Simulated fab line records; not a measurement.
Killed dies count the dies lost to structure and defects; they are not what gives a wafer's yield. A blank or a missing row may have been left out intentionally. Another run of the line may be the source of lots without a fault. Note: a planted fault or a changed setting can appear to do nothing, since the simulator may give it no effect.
Which tool did it? | flow gf180mcu | Sampling: 11 lots, 33 wafers, 5 of 602 route steps

## WHAT THE GAUGES READ, wafer by wafer
GF_V3_BOW_MEAS_05. Usual: V3_BOW typically reads 117 um, with standard deviation 7.1.
lot  | measured     | on            | V3_BOW (um) | flag
L275 | day 22 22:37 | film metro-03 | 106 117 112 |
L276 | day 23 15:20 | film metro-03 | 112 121 122 |
L278 | day 24 04:33 | film metro-01 | 117 114 127 |
L279 | day 24 08:35 | film metro-03 | 113 112 118 |
L282 | day 25 11:04 | film metro-01 | 121 120 130 |
L286 | day 26 10:23 | film metro-03 | 121 122 125 |
L289 | day 27 15:11 | film metro-03 | 116 116 116 |
L290 | day 27 18:23 | film metro-03 | 109 107 115 |
L291 | day 28 03:14 | film metro-02 | 116 121 113 |
L292 | day 28 10:04 | film metro-01 | 118 120 112 |
L294 | day 28 21:42 | film metro-03 | 118 116 106 |

## EACH LOT AND THE TOOL THAT RAN IT (in order: tool; ch and the chambers of the sampled wafers; start)
lot  | GF_V2_STRIP_18                       | GF_M3_SPUTTER_03             | GF_M3_METAL_ETCH_16               | GF_M3_STRIP_17
L275 | plasma asher-02 ch 0,1, day 21 20:09 | pvd sputter-01, day 21 21:31 | rie metal-02 ch 0,1, day 22 21:24 | plasma asher-02 ch 0,1, day 22 21:31
L276 | plasma asher-01 ch 0,1, day 22 13:39 | pvd sputter-01, day 22 15:01 | rie metal-04 ch 0,1, day 23 14:05 | plasma asher-03 ch 0,1, day 23 14:11
L278 | plasma asher-03 ch 1, day 23 02:20   | pvd sputter-04, day 23 04:07 | rie metal-04 ch 1, day 24 03:13   | plasma asher-04 ch 0,1, day 24 03:24
L279 | plasma asher-03 ch 0,1, day 23 07:03 | pvd sputter-04, day 23 08:38 | rie metal-04 ch 1, day 24 07:17   | plasma asher-04 ch 0,1, day 24 07:28
L282 | plasma asher-02 ch 0,1, day 24 11:10 | pvd sputter-01, day 24 12:34 | rie metal-04 ch 0,1, day 25 09:51 | plasma asher-03 ch 0,1, day 25 09:58
L286 | plasma asher-02 ch 0,1, day 25 11:32 | pvd sputter-01, day 25 12:55 | rie metal-02 ch 0,1, day 26 09:10 | plasma asher-03 ch 0,1, day 26 09:16
L289 | plasma asher-02 ch 1, day 26 15:22   | pvd sputter-01, day 26 16:45 | rie metal-02 ch 1, day 27 13:21   | plasma asher-03 ch 1, day 27 13:32
L290 | plasma asher-02 ch 1, day 26 20:02   | pvd sputter-04, day 26 21:26 | rie metal-01 ch 0,1, day 27 17:08 | plasma asher-04 ch 0,1, day 27 17:15
L291 | plasma asher-01 ch 0,1, day 27 04:34 | pvd sputter-04, day 27 05:57 | rie metal-02 ch 0,1, day 28 02:00 | plasma asher-03 ch 1, day 28 02:07
L292 | plasma asher-03 ch 0,1, day 27 11:46 | pvd sputter-01, day 27 13:08 | rie metal-04 ch 0,1, day 28 08:40 | plasma asher-04 ch 0,1, day 28 08:47
L294 | plasma asher-03 ch 0,1, day 27 23:26 | pvd sputter-03, day 28 00:50 | rie metal-01 ch 0,1, day 28 20:24 | plasma asher-03 ch 0,1, day 28 20:31
- GF_V2_STRIP_18: strips in O2/N2.
- GF_M3_SPUTTER_03: material Ti, target thk 10 nm, time 6.7 s.
- GF_M3_METAL_ETCH_16: etches the open film in Cl2/BCl3, stops on SiO2, target depth 627.5 nm, time 104.6 s.
- GF_M3_STRIP_17: strips in O2/N2.

## AS READ BY THE TOOLS THEMSELVES (means over the sampled wafers that have a number; for cases with no such wafer, the mark the record gives instead)
GF_V2_STRIP_18. Usual: drypump motor current A 5.8 A, standard deviation 0.3; heater power w 347 W, standard deviation 15; oes product au 0.593 a.u., standard deviation 0.0047; platen temp c 249.98 C, standard deviation 0.18.
lot  | tool            | drypump motor current A (A) | heater power w (W) | oes product au (a.u.) | platen temp c (C) | flag
L275 | plasma asher-02 | 6.0                         | 363                | 0.592                 | 249.83            |
L276 | plasma asher-01 | 5.6                         | 323                | 0.591                 | 249.77            |
L278 | plasma asher-03 | 5.9                         | 356                | 0.593                 | 250.09            |
L279 | plasma asher-03 | 5.8                         | 349                | 0.593                 | 250.05            |
L282 | plasma asher-02 | 6.1                         | 365                | 0.596                 | 249.83            |
L286 | plasma asher-02 | 5.8                         | 361                | 0.596                 | 249.94            |
L289 | plasma asher-02 | 5.6                         | 352                | 0.593                 | 250.04            |
L290 | plasma asher-02 | 5.6                         | 362                | 0.594                 | 249.79            |
L291 | plasma asher-01 | 5.8                         | 328                | 0.594                 | 250.00            |
L292 | plasma asher-03 | 5.8                         | 347                | 0.592                 | 250.26            |
L294 | plasma asher-03 | 5.8                         | 344                | 0.588                 | 250.12            |

GF_M3_SPUTTER_03. Usual: throttle valve pct at 30.0 %, with a standard deviation of 0.98.
lot  | tool           | throttle valve pct (%) | flag
L275 | pvd sputter-01 | 30.1                   |
L276 | pvd sputter-01 | 29.3                   |
L278 | pvd sputter-04 | 29.9                   |
L279 | pvd sputter-04 | 29.1                   |
L282 | pvd sputter-01 | 30.2                   |
L286 | pvd sputter-01 | 30.1                   |
L289 | pvd sputter-01 | 30.3                   |
L290 | pvd sputter-04 | 31.1                   |
L291 | pvd sputter-04 | 30.0                   |
L292 | pvd sputter-01 | 30.2                   |
L294 | pvd sputter-03 | 30.4                   |

GF_M3_METAL_ETCH_16. Usual: bias w 140.0 W, standard deviation 0.39; drypump motor current A 5.66 A, standard deviation 0.2; oes product au 0.969 a.u., standard deviation 0.0073; throttle valve pct 28.253 %, standard deviation 0.0098.
lot  | tool         | bias w (W) | drypump motor current A (A) | oes product au (a.u.) | throttle valve pct (%) | flag
L275 | rie metal-02 | 139.9      | 5.75                        | 0.980                 | 28.246                 |
L276 | rie metal-04 | 140.0      | 5.60                        | 0.955                 | 28.261                 |
L278 | rie metal-04 | 139.4      | 5.35                        | 0.966                 | 28.256                 |
L279 | rie metal-04 | 182.9      | 5.33                        | 0.963                 | 28.262                 | OFF
L282 | rie metal-04 | 167.6      | 5.47                        | 0.982                 | 28.246                 | OFF
L286 | rie metal-02 | 139.8      | 5.76                        | 0.973                 | 28.242                 |
L289 | rie metal-02 | 140.5      | 5.63                        | 0.972                 | 28.244                 |
L290 | rie metal-01 | 139.7      | 5.74                        | 0.977                 | 28.258                 |
L291 | rie metal-02 | 140.1      | 5.74                        | 0.965                 | 28.256                 |
L292 | rie metal-04 | 140.5      | 5.43                        | 0.976                 | 28.248                 |
L294 | rie metal-01 | 140.0      | 5.86                        | 0.968                 | 28.245                 |

GF_M3_STRIP_17. Usual: drypump motor current A 5.6 A, standard deviation 0.46; heater power w 358 W, standard deviation 22; oes product au 0.557 a.u., standard deviation 0.005; platen temp c 249.97 C, standard deviation 0.17; strip time to endpoint s 7.86 s, standard deviation 0.059.
lot  | tool            | drypump motor current A (A) | heater power w (W) | oes product au (a.u.) | platen temp c (C) | strip time to endpoint s (s) | flag
L275 | plasma asher-02 | 5.8                         | 357                | 0.560                 | 250.09            | 7.93                         |
L276 | plasma asher-03 | 5.9                         | 353                | 0.554                 | 249.98            | 7.87                         |
L278 | plasma asher-04 | 5.1                         | 348                | 0.559                 | 249.99            | 7.88                         |
L279 | plasma asher-04 | 5.1                         | 356                | 0.550                 | 249.84            | 7.70                         |
L282 | plasma asher-03 | 5.9                         | 347                | 0.554                 | 250.14            | 7.77                         |
L286 | plasma asher-03 | 5.8                         | 346                | 0.554                 | 249.91            | 7.85                         |
L289 | plasma asher-03 | 5.9                         | 348                | 0.551                 | 249.87            | 7.84                         |
L290 | plasma asher-04 | 5.4                         | 368                | 0.556                 | 250.10            | 7.84                         |
L291 | plasma asher-03 | 5.9                         | 345                | 0.558                 | 250.03            | 7.92                         |
L292 | plasma asher-04 | 5.4                         | 372                | 0.555                 | 250.07            | 7.85                         |
L294 | plasma asher-03 | 5.8                         | 343                | 0.558                 | 249.99            | 7.84                         |

## THE ANSWER, worked out from the rows above alone
Rule: lot off if the mean of its wafers having a number is beyond 3 standard deviations from the usual mean. Also off: a lot with no number at a reading for which 4 or more lots have one. Where the step has rows for the other lots, those lots are counted as sound. First the gauges in route order, then the tools' own readings, where a lot's mean is used as printed above. The first step at which some lot is off is used, and at that step the reading that is off furthest; a lot without a number counts as furthest.
Off: L279, L282, at GF_M3_METAL_ETCH_16 (bias w).
If a tool, at that step or one of the process steps before it, ran each lot that is off and ran no sound lot following the first of them, it fits. Of those tried, none fits.

## WHAT WAS PUT IN BY THE SIMULATOR
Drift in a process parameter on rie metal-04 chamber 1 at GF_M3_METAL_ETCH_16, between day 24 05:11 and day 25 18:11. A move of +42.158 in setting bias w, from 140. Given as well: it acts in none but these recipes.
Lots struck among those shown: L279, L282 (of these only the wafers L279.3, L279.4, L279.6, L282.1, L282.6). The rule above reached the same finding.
